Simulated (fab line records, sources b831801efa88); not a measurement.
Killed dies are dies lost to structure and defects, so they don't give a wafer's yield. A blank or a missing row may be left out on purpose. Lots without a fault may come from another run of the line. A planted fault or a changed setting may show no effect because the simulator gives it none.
Which tool did it? | flow gf180mcu | 6 lots, 18 wafers sampled, at 3 steps of a route of 602

WHAT THE GAUGES READ, wafer by wafer
GF_LVPWELL_OVL_MEAS_07.
lot  | measured    | on         | LVPWELL_OVL (nm)
L399 | day 4 10:20 | overlay-02 | -2.2 -1.7 -0.4
L402 | day 5 14:11 | overlay-01 | -1.2 -1.2 -3.1
L404 | day 5 17:50 | overlay-01 | - - -
L415 | day 8 00:08 | overlay-02 | -0.4 0.4 0.8
L417 | day 8 19:35 | overlay-01 | 0.4 -0.2 0.3
L418 | day 9 05:11 | overlay-02 | -3.3 0.2 -2.0

WHICH TOOL RAN EACH LOT (tool, then ch and the chambers of the sampled wafers, then the start)
lot  | GF_NWELL_STRIP_10                   | GF_LVPWELL_COAT_02
L399 | plasma_asher-04 ch 0,1, day 3 20:39 | litho_track-04 ch 0, day 4 03:00
L402 | plasma_asher-04 ch 0,1, day 4 23:29 | litho_track-01 ch 0, day 5 06:14
L404 | plasma_asher-01 ch 0,1, day 5 04:08 | litho_track-01, day 5 11:11
L415 | plasma_asher-01 ch 1, day 7 08:43   | litho_track-04 ch 0, day 7 15:54
L417 | plasma_asher-04 ch 0,1, day 8 03:28 | litho_track-04 ch 0, day 8 11:21
L418 | plasma_asher-01 ch 0,1, day 8 12:22 | litho_track-02 ch 0, day 8 20:23
- GF_NWELL_STRIP_10: strips in O2/N2.
- GF_LVPWELL_COAT_02: resist thk 3000 nm.

THE ANSWER, worked out from the rows above alone
Rule: what is usual is taken from the lots themselves. Put in order of their means at a reading, lots are off if they are a third of the lots or fewer, leave a main group of 4 or more, and stand apart from it by a gap of 3 or more times the standard deviation of the main group's means; of several such gaps the widest counts. A main group whose means are all the same, to the digits that the tables above print for the reading, isn't used. A lot without any number at a reading at which 4 lots or more have one is off too. The other lots that the step has rows for count as sound.
Off: L404, at GF_LVPWELL_OVL_MEAS_07 (LVPWELL_OVL). Without a number there: L404. The main group: mean -0.9 nm, standard deviation 0.93.
A tool fits if, at a process step before that reading, it ran every lot that is off, and no sound lot after the first of them. The gauges at GF_LVPWELL_OVL_MEAS_07 are tried like those tools. One fits: litho_track-01 at GF_LVPWELL_COAT_02. Its last sound lot is L402 (day 5 06:14), its first lot that is off L404 (day 5 11:11): a fault that began between those two fits.

WHAT THE SIMULATOR HAD PUT IN
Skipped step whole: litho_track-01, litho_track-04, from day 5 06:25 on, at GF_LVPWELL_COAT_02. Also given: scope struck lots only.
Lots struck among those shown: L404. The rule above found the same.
